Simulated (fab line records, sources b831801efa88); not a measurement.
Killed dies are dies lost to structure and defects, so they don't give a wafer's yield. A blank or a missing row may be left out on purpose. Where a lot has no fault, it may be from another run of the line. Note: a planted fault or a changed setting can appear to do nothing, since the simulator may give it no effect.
Which tool did it? || flow gf180mcu || 6 lots (18 wafers sampled), 1 step of a 602-step route

== WHAT EACH GAUGE READ, for each wafer ==
GF_VT_IMPLANT_RS_MEAS_49: measurement is done with a four-point probe.
{"lot": "L447", "measured": "day 8 03:41", "on": "film metro-03", "MVPSD_RS (ohm/sq)": "1165 1168 1168"}
{"lot": "L449", "measured": "day 8 16:41", "on": "film metro-03", "MVPSD_RS (ohm/sq)": "1167 1169 1167"}
{"lot": "L454", "measured": "day 9 23:49", "on": "film metro-01", "MVPSD_RS (ohm/sq)": "1170 1169 1169"}
{"lot": "L460", "measured": "day 11 20:13", "on": "film metro-02", "MVPSD_RS (ohm/sq)": "1165 1169 1168"}
{"lot": "L464", "measured": "day 13 08:37", "on": "film metro-02", "MVPSD_RS (ohm/sq)": "1167 1164 1167"}
{"lot": "L468", "measured": "day 14 03:11", "on": "film metro-03", "MVPSD_RS (ohm/sq)": "1167 1167 1168"}

== WHICH TOOL RAN EACH LOT (tool, then ch and the chambers of the sampled wafers, then the start) ==
Before these readings, the record contains no process step.

== THE ANSWER, worked out from the rows above alone ==
Rule: the lots themselves supply what counts as usual. Put in order of their means at a reading, lots are off if they are a third of the lots or fewer, leave a main group of 4 or more, and stand apart from it by a gap of 3 or more times the standard deviation of the main group's means; of several such gaps the widest counts. If all means in a main group match to the digits the tables above print for the reading, that group is not used. A lot without any number at a reading at which 4 lots or more have one is off too. The other lots that the step has rows for count as sound.
No lot is off at any reading shown: from this, nothing can be told.

== WHAT WAS PUT IN BY THE SIMULATOR ==
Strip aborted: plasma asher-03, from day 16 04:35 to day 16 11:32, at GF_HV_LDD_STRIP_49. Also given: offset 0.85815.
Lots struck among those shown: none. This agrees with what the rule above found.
